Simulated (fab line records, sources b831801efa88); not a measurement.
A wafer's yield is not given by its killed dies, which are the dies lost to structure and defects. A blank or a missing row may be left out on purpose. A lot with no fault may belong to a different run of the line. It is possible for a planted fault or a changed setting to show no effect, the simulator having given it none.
A struck lot beside a sound one -- flow sky130 -- 16 steps out of a route of 708
Sound: these wafers, L241.4, L241.5, L241.6. Wafers struck: L260.2, L260.4, L260.6. The cause comes at the end.
Order at every step that has rows: each side's tool, ch and its chambers, its first start. Under that, the readings that differ: sound wafers -- struck wafers -- difference of the means -- sigmas: that difference in standard deviations of wafers without a fault.
alike: readings whose means differ by less than 2 such deviations, and words and numbers that are the same on both sides. not compared: withheld readings, readings that some wafer has no value for, bounds like >300 that may hide the same value, and numbers for which the record gives no deviation and whose values overlap.
A row with sigmas, a row that says differs or no value, or rows on one side alone: a step with any of these is where the two part. When numbers do not overlap yet have no deviation, they are printed without sigmas and do not part them. A reading missing from all wafers of one side parts the sides only when that side holds two or more wafers.

first, 5 steps without rows for these wafers: SKY_POLY_GATE_COAT_08 (resist thk 450 nm); SKY_POLY_GATE_SOFTBAKE_09 (time 90 s); SKY_POLY_GATE_EXPOSE_10 (exposes mask P1M, target cd 150 nm); SKY_POLY_GATE_PEB_11; SKY_POLY_GATE_DEVELOP_12 (develop time 60 s).
SKY_POLY_GATE_CD_MEAS_13 targets a cd of 150 nm.
  sound on cdSem-01, day 17 08:08; struck on cdSem-02, day 24 02:55
  alike: cdNm
SKY_POLY_GATE_OVL_MEAS_14:
  sound on overlay-01, day 17 08:13; struck on overlay-02, day 24 03:01
reading,sound,struck,difference,sigmas
POLY_GATE_OVL (nm),18 19 18,2 3 -2,-17,-3
SKY_POLY_GATE_ETCH_15: etches BARC in N2/H2, stops on SiO2, time 118.5 s, target depth 110 nm.
  sound on rieDiel-04 ch 0,2,3, day 17 08:14; struck on rieDiel-02 ch 0,1,2, day 24 03:03
  alike: drypumpMotorCurrentA, oesProductAu, throttleValvePct
  not compared: rfHoursCounterH
SKY_POLY_GATE_ETCH_16: etches Si3N4 in CH3F/O2, stops on poly-Si, time 147.5 s, target depth 75 nm.
  sound on rieDiel-04 ch 0,2,3, day 17 08:19; struck on rieDiel-02 ch 0,1,2, day 24 03:08
  alike: drypumpMotorCurrentA, oesProductAu, throttleValvePct
  not compared: rfHoursCounterH
SKY_POLY_GATE_ETCH_17: etches poly-Si in HBr/Cl2, stops on SiO2, target depth 180 nm, time 70.5 s.
  sound on rieSi-02 ch 0,1,3, day 17 08:25; struck on rieSi-01 ch 0,1, day 24 03:14
  alike: drypumpMotorCurrentA, oesProductAu, throttleValvePct
  not compared: rfHoursCounterH
SKY_POLY_GATE_STRIP_18: strips in O2/N2.
  sound on plasmaAsher-02 ch 0,1, day 17 08:31; struck on plasmaAsher-04 ch 0,1, day 24 03:17
reading,sound,struck,difference,sigmas
drypumpMotorCurrentA (A),5.65 5.63 5.65,4.87 5.43 4.88,-0.58,-2
  alike: oesProductAu, stripTimeToEndpointS
  not compared: rfHoursCounterH
then, 1 step without rows for these wafers: SKY_POLY_GATE_CLEAN_19 (cleans in SC1/SC2, time 150 s).
SKY_POLY_GATE_OXIDATION_20: stabilise 600 s, purge 300 s, target thk 4 nm.
  sound on furnace-02 ch 0, day 17 08:49; struck on furnace-01 ch 0, day 24 03:29
reading,sound,struck,difference,sigmas
spikeTcBottomC (C),870.3 869.8 870.2,856.2 857.7 857.9,-12.8,-5
spikeTcCentreC (C),849.0 849.0 850.5,840.5 842.8 842.4,-7.6,-8
spikeTcLowerC (C),852.4 852.2 850.5,844.3 841.4 842.6,-8.9,-9
spikeTcUpperC (C),848.0 845.5 847.6,842.9 841.2 841.5,-5.2,-4
tubeCenterTempC (C),850.09 849.93 849.96,841.79 841.98 841.83,-8.13,-99 or more
tube_center_temp_C_max,852.7 852.0 852.4,843.3 844.5 844.0,-8.4,-24
zonePowerUpperPct (%),14.7 15.3 14.8,13.1 13.1 12.8,-1.9,-2
model.SiO2_of_POLY_GATE_OXIDATION_20.thkNm (nm),3.919 3.904 3.885,3.532 3.579 3.571,-0.342,
  alike: spikeTcTopC
SKY_POLY_GATE_THK_MEAS_21:
  sound on filmMetro-03, day 17 10:05; struck on filmMetro-01, day 24 04:45
reading,sound,struck,difference,sigmas
POLY_GATE_OXIDATION_THK (nm),3.87 3.91 3.95,3.54 3.59 3.52,-0.36,-5
SKY_POLY_GATE_CD_MEAS_22:
  sound on cdSem-01, day 17 10:12; struck on cdSem-01, day 24 04:50
  alike: cdNm
-- record jumps: 26 days separate the struck wafers' starts on either side; left off in module POLY_GATE, taken up again in module PAD_OPEN, whose first shown step is the route's number 708 --
SKY_PAD_OPEN_PROBE_99:
  sound on prober-01, day 46 06:49; struck on prober-01, day 50 11:23
reading,sound,struck,difference,sigmas
model.etest.tipSonos.rsOhmSq,2726 2658 2638,2557 2522 2513,-143,
  alike: killed_at_M0_to_M3, killed_at_M4_up, killedAtContacts, killedAtFrontEnd, killedAtOther, killedDies, killedOpen, killedShort
  not compared: model.etest.tipN.rsOhmSq

WHERE THEY PART
Earliest at SKY_POLY_GATE_OVL_MEAS_14; latest, in this record, at SKY_POLY_GATE_THK_MEAS_21. Later steps at which nothing parts them and some readings are alike: SKY_POLY_GATE_CD_MEAS_22, SKY_PAD_OPEN_PROBE_99.

WHY: the cause the simulator had injected
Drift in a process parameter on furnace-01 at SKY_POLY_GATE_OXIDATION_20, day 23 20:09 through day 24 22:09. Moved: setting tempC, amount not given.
